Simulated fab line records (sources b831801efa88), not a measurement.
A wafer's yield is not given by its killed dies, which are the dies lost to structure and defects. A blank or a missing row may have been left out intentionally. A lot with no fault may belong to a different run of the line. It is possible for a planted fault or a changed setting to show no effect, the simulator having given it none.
Which tool is to blame?    flow gf180mcu    Sampling: 13 lots, 38 wafers, 4 of 602 route steps

== WHAT THE GAUGES READ, wafer by wafer ==
GF_M4_CD_MEAS_14: target cd 280 nm. Usual: cd nm 280.1 nm, standard deviation 1.5.
lot   measured      on         cd nm (nm)         flag
L506  day 23 09:34  cd sem-02  281.2 281.9 282.0  
L510  day 24 19:18  cd sem-01  281.3 280.7 280.2  
L512  day 25 15:17  cd sem-01  280.6 280.3 280.0  
L513  day 26 03:10  cd sem-01  279.3 279.7 279.9  
L514  day 26 14:09  cd sem-01  280.7 280.0 280.1  
L516  day 26 19:40  cd sem-02  281.1 281.9 281.7  
L517  day 27 11:36  cd sem-02  276.3 276.9 277.1  
L519  day 27 17:22  cd sem-01  281.1 280.4 280.2  
L520  day 27 20:13  cd sem-02  280.3 280.1 279.6  
L521  day 28 12:47  cd sem-01  277.3 275.8 275.7  
L522  day 28 15:35  cd sem-01  282.2 281.4        
L523  day 29 05:44  cd sem-02  279.4 279.6 279.0  
L525  day 29 09:55  cd sem-01  282.6 281.9 281.9  

GF_MIM_THK_MEAS_06. Usual: for MIM_CVD_05_THK the level is 42.1 nm and the standard deviation is 0.51.
lot   measured      on             MIM_CVD_05_THK (nm)            flag
L506  day 24 17:53  film metro-02  42.4 41.9 42.5                 
L510  day 25 20:46  film metro-04  42.5 42.4 43.1                 
L512  day 26 16:21  film metro-02  42.0 41.9 42.2                 
L513  day 27 02:46  film metro-01  41.7 41.2 41.4                 
L514  day 27 13:27  film metro-02  42.6 42.1 43.4                 
L516  day 27 19:29  film metro-04  41.7 41.6 42.8                 
L517  day 28 10:59  film metro-01  41.5 42.4 42.5                 
L519  day 28 16:23  film metro-04  41.8 42.2 42.1                 
L520  day 28 18:49  film metro-01  41.6 42.3 42.8                 
L521  day 29 11:09  film metro-04  41.7 42.2 42.4                 
L522  day 29 13:54  film metro-02  32.5 33.1 32.6 33.0            OFF
L523  day 30 03:53  film metro-01  32.9 42.0 42.5 32.8 42.1 42.5  OFF
L525  day 30 08:50  film metro-01  42.3 32.9 42.9 42.3 32.9 42.8  OFF

== WHICH TOOL RAN EACH LOT (tool, then ch and the chambers of the sampled wafers, then the start) ==
lot   GF_V4_SPUTTER_21              GF_MIM_CVD_05
L506  pvd sputter-01, day 24 16:55  pecvd-04 ch 0,2, day 24 17:49
L510  pvd sputter-04, day 25 19:17  pecvd-04 ch 1,2, day 25 20:43
L512  pvd sputter-03, day 26 15:23  pecvd-04 ch 0,1,2, day 26 16:18
L513  pvd sputter-03, day 27 01:49  pecvd-04 ch 0,2, day 27 02:44
L514  pvd sputter-01, day 27 12:30  pecvd-01 ch 0,1,2, day 27 13:25
L516  pvd sputter-04, day 27 18:32  pecvd-04 ch 0,1, day 27 19:27
L517  pvd sputter-03, day 28 10:02  pecvd-01 ch 0,1, day 28 10:56
L519  pvd sputter-04, day 28 15:26  pecvd-01 ch 0,1,2, day 28 16:21
L520  pvd sputter-01, day 28 17:52  pecvd-01 ch 0,1,2, day 28 18:47
L521  pvd sputter-04, day 29 10:11  pecvd-01 ch 1,2, day 29 11:06
L522  pvd sputter-03, day 29 12:57  pecvd-01 ch 0,1, day 29 13:52
L523  pvd sputter-01, day 30 02:51  pecvd-01 ch 0,2, day 30 03:49
L525  pvd sputter-03, day 30 07:23  pecvd-01 ch 0,1, day 30 08:49
- GF_V4_SPUTTER_21: material Ti, target thk 15 nm, time 80.02 s.
- GF_MIM_CVD_05: deposits Si3N4, target thk 42 nm, time 29.086 s.

== AS READ BY THE TOOLS THEMSELVES (means over the sampled wafers that have a number; for cases with no such wafer, the mark the record gives instead) ==
GF_V4_SPUTTER_21. Usual: throttle valve pct 30.1 %, standard deviation 0.69.
lot   tool            throttle valve pct (%)  flag
L506  pvd sputter-01  29.8                    
L510  pvd sputter-04  31.1                    
L512  pvd sputter-03  29.7                    
L513  pvd sputter-03  29.7                    
L514  pvd sputter-01  29.9                    
L516  pvd sputter-04  30.2                    
L517  pvd sputter-03  30.0                    
L519  pvd sputter-04  30.5                    
L520  pvd sputter-01  29.8                    
L521  pvd sputter-04  29.8                    
L522  pvd sputter-03  29.8                    
L523  pvd sputter-01  29.8                    
L525  pvd sputter-03  29.9                    

GF_MIM_CVD_05. Usual: heater power w 632 W, standard deviation 82.
lot   tool      heater power w (W)  flag
L506  pecvd-04  637                 
L510  pecvd-04  693                 
L512  pecvd-04  635                 
L513  pecvd-04  632                 
L514  pecvd-01  600                 
L516  pecvd-04  611                 
L517  pecvd-01  531                 
L519  pecvd-01  612                 
L520  pecvd-01  569                 
L521  pecvd-01  621                 
L522  pecvd-01  610                 
L523  pecvd-01  693                 
L525  pecvd-01  581                 

== THE ANSWER, worked out from the rows above alone ==
Rule: a lot counts as off when the mean over its wafers that have a number is more than 3 standard deviations away from the usual mean. A lot without any number at a reading at which 4 lots or more have one is off too. Any other lot the step has rows for is counted as sound. The gauges are gone through in route order, then the tools' own readings, and for those a lot's mean is taken as printed above. The first step at which some lot is off is used, and at that step the reading that is off furthest; a lot without a number counts as furthest.
Off: L522, L523, L525, seen at GF_MIM_THK_MEAS_06 (MIM_CVD_05_THK).
If a tool, at a process step before that reading, ran all the lots that are off and no sound lot after the first of them, it fits. The gauges at GF_MIM_THK_MEAS_06 are tried like those tools. One fits: GF_MIM_CVD_05 on pecvd-01. Its last sound lot is L521 (day 29 11:06), its first lot that is off L522 (day 29 13:52): a fault that began between those two fits.

== WHAT THE SIMULATOR HAD PUT IN ==
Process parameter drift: pecvd-01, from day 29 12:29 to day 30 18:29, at GF_MIM_CVD_05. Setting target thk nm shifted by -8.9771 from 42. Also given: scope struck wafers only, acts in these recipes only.
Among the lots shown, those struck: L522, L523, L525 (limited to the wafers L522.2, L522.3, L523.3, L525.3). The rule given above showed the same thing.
